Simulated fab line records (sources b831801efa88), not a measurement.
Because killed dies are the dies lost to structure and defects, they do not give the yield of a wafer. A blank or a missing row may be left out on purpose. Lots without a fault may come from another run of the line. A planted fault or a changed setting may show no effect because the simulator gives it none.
fab line records :: flow sfq_line
record
  lots=5
  wafers=15
  last_day=87
route steps=325 shown I7@309 M8@311
lots untouched by any fault: they come from a run of this same line in which no faults occurred
start_h: hours from the record's first day to the start of the lot's first wafer shown :: wait_h: hours since the lot's step before :: " the same as in the row above :: L1.1+2: several wafers, shown together as one row :: - no value, or no start given :: * or withheld: withheld :: < > ~ a bound
route shown NAME@n: names a module that has steps shown in the file, with the first one's number in the route :: usual: mean/standard deviation taken from wafers without a fault :: same: alike in all rows :: chamber/n: place in a boat :: sites: the reading at each site :: _std_site: the standard deviation of these :: _edge_site: outer sites' mean less inner sites' :: radius_mm: for every site, how far away it sits from the centre of the wafer :: mask NAME#n: copy n :: behind: the last tool/chamber to shape the wafer :: hold: why the lot was held/for how many hours/how that ended :: device: the n, p or np transistor that did not switch :: end of line: tests run on the same wafers once the route is complete :: a step without rows: its recipe alone :: killed: count of dies lost to structure and defects at first sort (not the wafer's yield) :: map: the dies of a wafer, with x for killed, . for not killed, _ for no die there
set.NAME: the setting that was run; set.NAME@STEP: the one run at that earlier step :: model.NAME: the simulator's own value behind a step, which no gauge read
lots at selected steps of the route; one table per step, one row per wafer
services: a tool's chamber out of use, with start hour (start_h, from the record's first day; less than 0 if before it), hours out, and reason
## steps
# step SFQ_TRILAYER_I7_VIA_STRIP_STRIP_191
# recipe
  gas=O2
  power_w=200
  platen_temp_c=40
  overash_fraction=0.65
  chemistry=O2
  pressure_mtorr=50
# usual
  drypump_motor_current_A=5.68/0.27
  oes_product_au=0.993/0.012
# same
  overash_fraction=0.65
lot.wafer: L299.2
tool: rie_metal-04
chamber: 0
start_h: 1780.51
wait_h: -
drypump_motor_current_A: 5.04
oes_product_au: 0.985
rf_hours_counter_h: 36

lot.wafer: L299.3
tool: rie_metal-04
chamber: 0
start_h: 1780.51
wait_h: -
drypump_motor_current_A: 5.05
oes_product_au: 0.994
rf_hours_counter_h: -

lot.wafer: L299.4
tool: rie_metal-04
chamber: 1
start_h: 1780.51
wait_h: -
drypump_motor_current_A: 5.83
oes_product_au: 1.002
rf_hours_counter_h: -

lot.wafer: L303.2
tool: rie_metal-04
chamber: 1
start_h: 1919.45
wait_h: -
drypump_motor_current_A: 5.84
oes_product_au: 0.996
rf_hours_counter_h: -

lot.wafer: L303.3
tool: rie_metal-04
chamber: 1
start_h: 1919.45
wait_h: -
drypump_motor_current_A: 5.84
oes_product_au: 1.003
rf_hours_counter_h: -

lot.wafer: L303.4
tool: rie_metal-04
chamber: 1
start_h: 1919.45
wait_h: -
drypump_motor_current_A: 5.84
oes_product_au: 0.998
rf_hours_counter_h: -

lot.wafer: L308.1
tool: rie_metal-04
chamber: 1
start_h: 2004.90
wait_h: -
drypump_motor_current_A: 5.82
oes_product_au: 0.987
rf_hours_counter_h: 5

lot.wafer: L308.2
tool: rie_metal-04
chamber: 0
start_h: 2004.90
wait_h: -
drypump_motor_current_A: 5.02
oes_product_au: 0.996
rf_hours_counter_h: 69

lot.wafer: L308.4
tool: rie_metal-04
chamber: 0
start_h: 2004.90
wait_h: -
drypump_motor_current_A: 5.02
oes_product_au: 0.996
rf_hours_counter_h: -

lot.wafer: L309.1
tool: rie_metal-04
chamber: 0
start_h: 2010.14
wait_h: -
drypump_motor_current_A: 5.02
oes_product_au: 0.995
rf_hours_counter_h: 70

lot.wafer: L309.2
tool: rie_metal-04
chamber: 1
start_h: 2010.14
wait_h: -
drypump_motor_current_A: 5.82
oes_product_au: 1.002
rf_hours_counter_h: 6

lot.wafer: L309.6
tool: rie_metal-04
chamber: 1
start_h: 2010.14
wait_h: -
drypump_motor_current_A: 5.80
oes_product_au: 0.997
rf_hours_counter_h: -

lot.wafer: L321.2
tool: rie_metal-02
chamber: 0
start_h: 2076.11
wait_h: -
drypump_motor_current_A: 5.61
oes_product_au: 1.006
rf_hours_counter_h: 20

lot.wafer: L321.4
tool: rie_metal-02
chamber: 1
start_h: 2076.11
wait_h: -
drypump_motor_current_A: 5.76
oes_product_au: 0.989
rf_hours_counter_h: -

lot.wafer: L321.5
tool: rie_metal-02
chamber: 0
start_h: 2076.11
wait_h: -
drypump_motor_current_A: 5.64
oes_product_au: 1.000
rf_hours_counter_h: -
# step SFQ_TRILAYER_I7_VIA_STRIP_SOLV_CLEAN_192
# recipe
  chemistry=NMP
  temp_c=70
  time_s=600
# step SFQ_TRILAYER_M8_LITHO_LOR_COAT_197
# recipe
  resist=lift-off
  spin_rpm=3000
# step SFQ_TRILAYER_M8_LITHO_LOR_BAKE_198
# recipe
  resist=lift-off
  temp_c=withheld
  time_s=withheld
# step SFQ_TRILAYER_M8_LITHO_COAT_193
# recipe
  resist=KrF
  spin_rpm=3000
  resist_thk_nm=600
# step SFQ_TRILAYER_M8_LITHO_SOFTBAKE_199
# recipe
  temp_c=withheld
  time_s=withheld
  resist=KrF
# step SFQ_TRILAYER_M8_LITHO_EXPOSE_194
# recipe
  mask_id=M8
  na=0.6
  source_shape=conventional
  sigma_outer=0.65
  target_cd_nm=2000
  dose_mj=14.4
# step SFQ_TRILAYER_M8_LITHO_PEB_196
# recipe
  peb_temp_c=115
  peb_time_s=60
  resist=KrF
# step SFQ_TRILAYER_M8_LITHO_DEVELOP_195
# recipe
  img_clear_s=15
  time_s=55
  resist=KrF
# step SFQ_M8_OVL_MEAS_948
# usual
  M8_OVL=1/5.2
lot.wafer: L299.2
tool: overlay-01
chamber: -
start_h: 1788.88
wait_h: 0.1
M8_OVL[nm]: 1

lot.wafer: L299.3
tool: overlay-01
chamber: -
start_h: 1788.88
wait_h: 0.1
M8_OVL[nm]: -3

lot.wafer: L299.4
tool: overlay-01
chamber: -
start_h: 1788.88
wait_h: 0.1
M8_OVL[nm]: 1

lot.wafer: L303.2
tool: overlay-01
chamber: -
start_h: 1923.55
wait_h: 0.1
M8_OVL[nm]: 5

lot.wafer: L303.3
tool: overlay-01
chamber: -
start_h: 1923.55
wait_h: 0.1
M8_OVL[nm]: 7

lot.wafer: L303.4
tool: overlay-01
chamber: -
start_h: 1923.55
wait_h: 0.1
M8_OVL[nm]: 0

lot.wafer: L308.1
tool: overlay-02
chamber: -
start_h: 2014.30
wait_h: 0.1
M8_OVL[nm]: -3

lot.wafer: L308.2
tool: overlay-02
chamber: -
start_h: 2014.30
wait_h: 0.1
M8_OVL[nm]: -2

lot.wafer: L308.4
tool: overlay-02
chamber: -
start_h: 2014.30
wait_h: 0.1
M8_OVL[nm]: 1

lot.wafer: L309.1
tool: overlay-02
chamber: -
start_h: 2015.50
wait_h: 0.1
M8_OVL[nm]: -1

lot.wafer: L309.2
tool: overlay-02
chamber: -
start_h: 2015.50
wait_h: 0.1
M8_OVL[nm]: -4

lot.wafer: L309.6
tool: overlay-02
chamber: -
start_h: 2015.50
wait_h: 0.1
M8_OVL[nm]: -4

lot.wafer: L321.2
tool: overlay-01
chamber: -
start_h: 2080.90
wait_h: 0.1
M8_OVL[nm]: 0

lot.wafer: L321.4
tool: overlay-01
chamber: -
start_h: 2080.90
wait_h: 0.1
M8_OVL[nm]: 2

lot.wafer: L321.5
tool: overlay-01
chamber: -
start_h: 2080.90
wait_h: 0.1
M8_OVL[nm]: 0
# step SFQ_TRILAYER_M8_DEP_EVAP_197
# recipe
  material=Ti
  angular_spread_deg=1
  target_thk_nm=20
  time_s=100
  power_w=2000
# step SFQ_TRILAYER_M8_DEP_EVAP_198
# recipe
  material=Pt
  angular_spread_deg=1
  target_thk_nm=50
  time_s=250
  power_w=2000
# step SFQ_TRILAYER_M8_DEP_EVAP_196
# recipe
  material=Au
  angular_spread_deg=1
  target_thk_nm=180
  time_s=900
  power_w=2000
lot.wafer: L299.2
tool: pvd_sputter-01
chamber: -
start_h: 1789.14
wait_h: 0.1
model.Au_of_TRILAYER_M8_DEP_EVAP_196.thk_nm: 177

lot.wafer: L299.3
tool: pvd_sputter-01
chamber: -
start_h: 1789.14
wait_h: 0.1
model.Au_of_TRILAYER_M8_DEP_EVAP_196.thk_nm: 176.7

lot.wafer: L299.4
tool: pvd_sputter-01
chamber: -
start_h: 1789.14
wait_h: 0.1
model.Au_of_TRILAYER_M8_DEP_EVAP_196.thk_nm: 176.6

lot.wafer: L303.2
tool: pvd_sputter-02
chamber: -
start_h: 1923.81
wait_h: 0.1
model.Au_of_TRILAYER_M8_DEP_EVAP_196.thk_nm: 184.7

lot.wafer: L303.3
tool: pvd_sputter-02
chamber: -
start_h: 1923.81
wait_h: 0.1
model.Au_of_TRILAYER_M8_DEP_EVAP_196.thk_nm: 184.3

lot.wafer: L303.4
tool: pvd_sputter-02
chamber: -
start_h: 1923.81
wait_h: 0.1
model.Au_of_TRILAYER_M8_DEP_EVAP_196.thk_nm: 179.2

lot.wafer: L308.1
tool: pvd_sputter-01
chamber: -
start_h: 2014.57
wait_h: 0.1
model.Au_of_TRILAYER_M8_DEP_EVAP_196.thk_nm: 178.2

lot.wafer: L308.2
tool: pvd_sputter-01
chamber: -
start_h: 2014.57
wait_h: 0.1
model.Au_of_TRILAYER_M8_DEP_EVAP_196.thk_nm: 177.1

lot.wafer: L308.4
tool: pvd_sputter-01
chamber: -
start_h: 2014.57
wait_h: 0.1
model.Au_of_TRILAYER_M8_DEP_EVAP_196.thk_nm: 159.9

lot.wafer: L309.1
tool: pvd_sputter-02
chamber: -
start_h: 2015.77
wait_h: 0.1
model.Au_of_TRILAYER_M8_DEP_EVAP_196.thk_nm: 183.4

lot.wafer: L309.2
tool: pvd_sputter-02
chamber: -
start_h: 2015.77
wait_h: 0.1
model.Au_of_TRILAYER_M8_DEP_EVAP_196.thk_nm: 182.9

lot.wafer: L309.6
tool: pvd_sputter-02
chamber: -
start_h: 2015.77
wait_h: 0.1
model.Au_of_TRILAYER_M8_DEP_EVAP_196.thk_nm: 180.7

lot.wafer: L321.2
tool: pvd_sputter-02
chamber: -
start_h: 2081.16
wait_h: 0.1
model.Au_of_TRILAYER_M8_DEP_EVAP_196.thk_nm: 181.5

lot.wafer: L321.4
tool: pvd_sputter-02
chamber: -
start_h: 2081.16
wait_h: 0.1
model.Au_of_TRILAYER_M8_DEP_EVAP_196.thk_nm: 184.7

lot.wafer: L321.5
tool: pvd_sputter-02
chamber: -
start_h: 2081.16
wait_h: 0.1
model.Au_of_TRILAYER_M8_DEP_EVAP_196.thk_nm: 180.6
# step SFQ_M8_RS_MEAS_949
# recipe
  thk_meas_gauge=four-point-probe
  reads=Au_of_TRILAYER_M8_DEP_EVAP_196+Pt_of_TRILAYER_M8_DEP_EVAP_198+Ti_of_TRILAYER_M8_DEP_EVAP_197
# usual
  M8_AU_RS=0.1539/0.0028
lot.wafer: L299.2
tool: film_metro-03
chamber: -
start_h: 1789.68
wait_h: 0.3
M8_AU_RS[ohm/sq]: 0.1560

lot.wafer: L299.3
tool: film_metro-03
chamber: -
start_h: 1789.68
wait_h: 0.3
M8_AU_RS[ohm/sq]: 0.1566

lot.wafer: L299.4
tool: film_metro-03
chamber: -
start_h: 1789.68
wait_h: 0.3
M8_AU_RS[ohm/sq]: 0.1568

lot.wafer: L303.2
tool: film_metro-04
chamber: -
start_h: 1924.35
wait_h: 0.3
M8_AU_RS[ohm/sq]: 0.1497

lot.wafer: L303.3
tool: film_metro-04
chamber: -
start_h: 1924.35
wait_h: 0.3
M8_AU_RS[ohm/sq]: 0.1500

lot.wafer: L303.4
tool: film_metro-04
chamber: -
start_h: 1924.35
wait_h: 0.3
M8_AU_RS[ohm/sq]: 0.1539

lot.wafer: L308.1
tool: film_metro-01
chamber: -
start_h: 2015.08
wait_h: 0.3
M8_AU_RS[ohm/sq]: 0.1555

lot.wafer: L308.2
tool: film_metro-01
chamber: -
start_h: 2015.08
wait_h: 0.3
M8_AU_RS[ohm/sq]: 0.1562

lot.wafer: L308.4
tool: film_metro-01
chamber: -
start_h: 2015.08
wait_h: 0.3
M8_AU_RS[ohm/sq]: 0.1732

lot.wafer: L309.1
tool: film_metro-01
chamber: -
start_h: 2016.28
wait_h: 0.3
M8_AU_RS[ohm/sq]: 0.1507

lot.wafer: L309.2
tool: film_metro-01
chamber: -
start_h: 2016.28
wait_h: 0.3
M8_AU_RS[ohm/sq]: 0.1512

lot.wafer: L309.6
tool: film_metro-01
chamber: -
start_h: 2016.28
wait_h: 0.3
M8_AU_RS[ohm/sq]: 0.1535

lot.wafer: L321.2
tool: film_metro-03
chamber: -
start_h: 2081.69
wait_h: 0.3
M8_AU_RS[ohm/sq]: 0.1521

lot.wafer: L321.4
tool: film_metro-03
chamber: -
start_h: 2081.69
wait_h: 0.3
M8_AU_RS[ohm/sq]: 0.1495

lot.wafer: L321.5
tool: film_metro-03
chamber: -
start_h: 2081.69
wait_h: 0.3
M8_AU_RS[ohm/sq]: 0.1531
# step SFQ_M8_THK_MEAS_950
# recipe
  thk_meas_gauge=xrf
  reads=Au_of_TRILAYER_M8_DEP_EVAP_196
# usual
  M8_AU_THK=180/3.2
lot.wafer: L299.2
tool: film_metro-03
chamber: -
start_h: 1789.79
wait_h: 0.1
M8_AU_THK[nm]: 177

lot.wafer: L299.3
tool: film_metro-03
chamber: -
start_h: 1789.79
wait_h: 0.1
M8_AU_THK[nm]: 177

lot.wafer: L299.4
tool: film_metro-03
chamber: -
start_h: 1789.79
wait_h: 0.1
M8_AU_THK[nm]: 177

lot.wafer: L303.2
tool: film_metro-04
chamber: -
start_h: 1924.46
wait_h: 0.1
M8_AU_THK[nm]: 185

lot.wafer: L303.3
tool: film_metro-04
chamber: -
start_h: 1924.46
wait_h: 0.1
M8_AU_THK[nm]: 185

lot.wafer: L303.4
tool: film_metro-04
chamber: -
start_h: 1924.46
wait_h: 0.1
M8_AU_THK[nm]: 179

lot.wafer: L308.1
tool: film_metro-01
chamber: -
start_h: 2015.20
wait_h: 0.1
M8_AU_THK[nm]: 178

lot.wafer: L308.2
tool: film_metro-01
chamber: -
start_h: 2015.20
wait_h: 0.1
M8_AU_THK[nm]: 177

lot.wafer: L308.4
tool: film_metro-01
chamber: -
start_h: 2015.20
wait_h: 0.1
M8_AU_THK[nm]: 160

lot.wafer: L309.1
tool: film_metro-01
chamber: -
start_h: 2016.40
wait_h: 0.1
M8_AU_THK[nm]: 183

lot.wafer: L309.2
tool: film_metro-01
chamber: -
start_h: 2016.40
wait_h: 0.1
M8_AU_THK[nm]: 183

lot.wafer: L309.6
tool: film_metro-01
chamber: -
start_h: 2016.40
wait_h: 0.1
M8_AU_THK[nm]: 180

lot.wafer: L321.2
tool: film_metro-03
chamber: -
start_h: 2081.80
wait_h: 0.1
M8_AU_THK[nm]: 183

lot.wafer: L321.4
tool: film_metro-03
chamber: -
start_h: 2081.80
wait_h: 0.1
M8_AU_THK[nm]: 185

lot.wafer: L321.5
tool: film_metro-03
chamber: -
start_h: 2081.80
wait_h: 0.1
M8_AU_THK[nm]: 182
# step SFQ_TRILAYER_M8_LIFTOFF_LIFTOFF_197
# recipe
  temp_c=80
  time_s=600
  chemistry=NMP
# step SFQ_M8_BOW_MEAS_951
# recipe
  mode=bow
# usual
  M8_BOW=4/13
lot.wafer: L299.2
tool: film_metro-01
chamber: -
start_h: 1790.03
wait_h: 0.0
M8_BOW[um]: -12
model.etest.i7.link_ohm: 1.057
model.etest.m8.ohm_sq: 0.1562

lot.wafer: L299.3
tool: film_metro-01
chamber: -
start_h: 1790.03
wait_h: 0.0
M8_BOW[um]: 0
model.etest.i7.link_ohm: 1.044
model.etest.m8.ohm_sq: 0.1564

lot.wafer: L299.4
tool: film_metro-01
chamber: -
start_h: 1790.03
wait_h: 0.0
M8_BOW[um]: -16
model.etest.i7.link_ohm: 1.049
model.etest.m8.ohm_sq: 0.1565

lot.wafer: L303.2
tool: film_metro-01
chamber: -
start_h: 1924.72
wait_h: 0.0
M8_BOW[um]: -7
model.etest.i7.link_ohm: 1.037
model.etest.m8.ohm_sq: 0.1496

lot.wafer: L303.3
tool: film_metro-01
chamber: -
start_h: 1924.72
wait_h: 0.0
M8_BOW[um]: -14
model.etest.i7.link_ohm: 1.058
model.etest.m8.ohm_sq: 0.15

lot.wafer: L303.4
tool: film_metro-01
chamber: -
start_h: 1924.72
wait_h: 0.0
M8_BOW[um]: -21
model.etest.i7.link_ohm: 1.043
model.etest.m8.ohm_sq: 0.1542

lot.wafer: L308.1
tool: film_metro-04
chamber: -
start_h: 2015.44
wait_h: 0.0
M8_BOW[um]: -8
model.etest.i7.link_ohm: 1.057
model.etest.m8.ohm_sq: 0.1551

lot.wafer: L308.2
tool: film_metro-04
chamber: -
start_h: 2015.44
wait_h: 0.0
M8_BOW[um]: 4
model.etest.i7.link_ohm: 1.05
model.etest.m8.ohm_sq: 0.156

lot.wafer: L308.4
tool: film_metro-04
chamber: -
start_h: 2015.44
wait_h: 0.0
M8_BOW[um]: 5
model.etest.i7.link_ohm: 1.068
model.etest.m8.ohm_sq: 0.1728

lot.wafer: L309.1
tool: film_metro-03
chamber: -
start_h: 2016.64
wait_h: 0.0
M8_BOW[um]: -13
model.etest.i7.link_ohm: 1.043
model.etest.m8.ohm_sq: 0.1507

lot.wafer: L309.2
tool: film_metro-03
chamber: -
start_h: 2016.64
wait_h: 0.0
M8_BOW[um]: 5
model.etest.i7.link_ohm: 1.052
model.etest.m8.ohm_sq: 0.1511

lot.wafer: L309.6
tool: film_metro-03
chamber: -
start_h: 2016.64
wait_h: 0.0
M8_BOW[um]: 16
model.etest.i7.link_ohm: 1.048
model.etest.m8.ohm_sq: 0.1529

lot.wafer: L321.2
tool: film_metro-04
chamber: -
start_h: 2082.05
wait_h: 0.0
M8_BOW[um]: 36
model.etest.i7.link_ohm: 1.053
model.etest.m8.ohm_sq: 0.1522

lot.wafer: L321.4
tool: film_metro-04
chamber: -
start_h: 2082.05
wait_h: 0.0
M8_BOW[um]: 37
model.etest.i7.link_ohm: 1.052
model.etest.m8.ohm_sq: 0.1496

lot.wafer: L321.5
tool: film_metro-04
chamber: -
start_h: 2082.05
wait_h: 0.0
M8_BOW[um]: 36
model.etest.i7.link_ohm: 1.052
model.etest.m8.ohm_sq: 0.1531
## services
tool: rie_metal-04
chamber: 1
start_h: 1777.14
hours: 2.5
kind: repair

tool: rie_metal-04
chamber: 0
start_h: 1787.55
hours: 15.9
kind: repair

tool: pvd_sputter-02
chamber: -
start_h: 1847.64
hours: 2.5
kind: repair

tool: pvd_sputter-02
chamber: -
start_h: 1875.37
hours: 1.1
kind: repair

tool: rie_metal-04
chamber: -
start_h: 1895.26
hours: 4.0
kind: pm

tool: rie_metal-02
chamber: -
start_h: 1900.98
hours: 2.8
kind: pm

tool: rie_metal-02
chamber: 0
start_h: 1903.73
hours: -
kind: clean

tool: rie_metal-02
chamber: 0
start_h: 1903.73
hours: -
kind: consumable_replace:focus_ring

tool: rie_metal-02
chamber: 0
start_h: 1903.73
hours: 20.7
kind: scheduled_down

tool: rie_metal-02
chamber: 0
start_h: 1903.73
hours: 20.7
kind: vent_cycle

tool: rie_metal-04
chamber: 0
start_h: 1914.14
hours: 24.2
kind: repair

tool: pvd_sputter-01
chamber: -
start_h: 1922.00
hours: 2.0
kind: repair

tool: rie_metal-04
chamber: 1
start_h: 1954.05
hours: -
kind: clean

tool: rie_metal-04
chamber: 1
start_h: 1954.05
hours: -
kind: consumable_replace:focus_ring

tool: rie_metal-04
chamber: 1
start_h: 1954.05
hours: 23.3
kind: scheduled_down

tool: rie_metal-04
chamber: 1
start_h: 1954.05
hours: 23.3
kind: vent_cycle

tool: pvd_sputter-02
chamber: 2
start_h: 2043.19
hours: -
kind: consumable_replace:kit

tool: pvd_sputter-02
chamber: 2
start_h: 2043.19
hours: 18.0
kind: scheduled_down

tool: pvd_sputter-02
chamber: 2
start_h: 2043.19
hours: 18.0
kind: vent_cycle
## key
first_sign
  step=SFQ_M8_RS_MEAS_949
  reading=M8_AU_RS
  direction=up
  sigmas=7
  usual=0.1539
  struck=0.1732
effect
  step=SFQ_M8_THK_MEAS_950
  reading=M8_AU_THK
  direction=down
  sigmas=6.4
  usual=180
  struck=160
model_effect
  step=SFQ_TRILAYER_M8_DEP_EVAP_196
  value=Au_of_TRILAYER_M8_DEP_EVAP_196.thk_nm
  without=180.5
  struck=159.9
model_effect
  step=SFQ_M8_BOW_MEAS_951
  value=etest.i7.link_ohm
  without=1.048
  struck=1.068
met_at SFQ_TRILAYER_M8_DEP_EVAP_196
struck_wafers L308.4
fault
  kind=process_parameter_drift
  tool=pvd_sputter-01
  chamber=-
  onset_h=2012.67
  steps=SFQ_TRILAYER_M8_DEP_EVAP_196
  channel=time_s
  offset=*
  shape=step
  end_h=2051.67
  acts_in=*
  stated=*
  scope=struck_wafers_only
